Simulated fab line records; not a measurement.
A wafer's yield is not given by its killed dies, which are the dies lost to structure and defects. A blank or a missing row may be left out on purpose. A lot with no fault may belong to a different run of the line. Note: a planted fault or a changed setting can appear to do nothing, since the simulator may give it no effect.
Problem report in the 8D (eight disciplines) form, filled by code :: flow sky130 :: the parts of the form that need people (team, actions taken, sign-off) are left out

== 1. WHAT WENT WRONG ==
strip time to endpoint s at SKY_POLY_GATE_STRIP_18 reads a mean of 3.348 s on 2 wafers of 1 lot; wafers without a fault read 3.180 s with a standard deviation of 0.029. Relative to the usual mean, that is a shift of +5.8 standard deviations.
The step: strips in O2/N2.
First observed at day 24 08:43: wafer L878.4, on plasma asher-04. The record holds 36 wafers of 12 lots with a number at this step. Rule for "out", or "out of limits": more than 4 standard deviations from the usual mean. The other wafers with a number count as sound.

== 2. WHAT IT IS AND WHAT IT IS NOT ==
question: which readings at this step
is: strip time to endpoint s
is not: oes product au

question: which lots
is: L878
is not: L857, L858, L860, L861, L862, L863, L864, L866, L867, L869, L879

question: which wafers of those lots
is: L878.4, L878.6
is not: L878.2

question: read on which tools
is: plasma asher-04
is not: plasma asher-01, plasma asher-03

question: when
is: from day 24 08:43
is not: up to then (31 sound wafers); but 3 sound wafers of L879 came after

== 3. WHAT RULES OUT EACH SUSPECT ==
Counting: if a tool at a process step up to the reading ran every lot that is out, it stays a suspect. Sound lots after the first of them don't rule it out here, since some wafers of a struck lot are sound.
- rie diel-03 at SKY_POLY_GATE_ETCH_15 (etches BARC in N2/H2, stops on SiO2, time 118.5 s, target depth 110 nm): kept. It ran the lot that is out, L878 (day 24 08:29); its last sound lot up to then is L866 (day 20 01:29).
- plasma asher-04 at SKY_POLY_GATE_STRIP_18 (strips in O2/N2): kept. It ran the lot that is out, L878 (day 24 08:43). Its own strip time to endpoint s readings are out on those wafers.
- Within rie diel-03 at SKY_POLY_GATE_ETCH_15: the wafers that are out ran in chamber 2; their sound lot-mates ran in chamber 3.
What counting leaves: rie diel-03 at SKY_POLY_GATE_ETCH_15 and plasma asher-04 at SKY_POLY_GATE_STRIP_18.

== 4. THE CAUSE (what the simulator had put in) ==
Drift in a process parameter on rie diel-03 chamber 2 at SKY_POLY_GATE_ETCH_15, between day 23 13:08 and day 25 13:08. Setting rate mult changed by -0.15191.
2 suspects survive the count, and this tool is in that group.

== 5. THE CHAIN OF EFFECTS, in route order ==
One row per reading whose mean, taken over the struck wafers that have a number, lies over 3 standard deviations from the usual. Only readings for which the record gives a usual standard deviation are gone through. hours: the time from each lot's start at the first step in this table that gives one to its start at this step, as a median over the lots. sigmas: the change in usual standard deviations.
hours: 0
step: SKY_POLY_GATE_STRIP_18
reading: strip time to endpoint s
usual: 3.180 s
on struck wafers: 3.348
change: +0.167
sigmas: +5.8
Its process steps:
- SKY_POLY_GATE_STRIP_18: strips in O2/N2.
Later steps that measure or inspect, where all struck wafers having a row at the step show a number for every such reading and not one has moved that far: SKY_POLY_GATE_THK_MEAS_21.

== 6. HOW IT WOULD HAVE BEEN CAUGHT EARLIER ==
First out-of-limits reading in this record: day 24 08:43, which is 20 hours after fault onset at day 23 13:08.
Tool readings at SKY_POLY_GATE_ETCH_15 with a usual standard deviation given in the record: none out on any struck wafer, hence no alarm at a limit of 4 standard deviations on them.
All the lots that are out (1) had begun SKY_POLY_GATE_ETCH_15 on rie diel-03 by day 24 08:43. Tool hold at that time: it would have spared none of them.
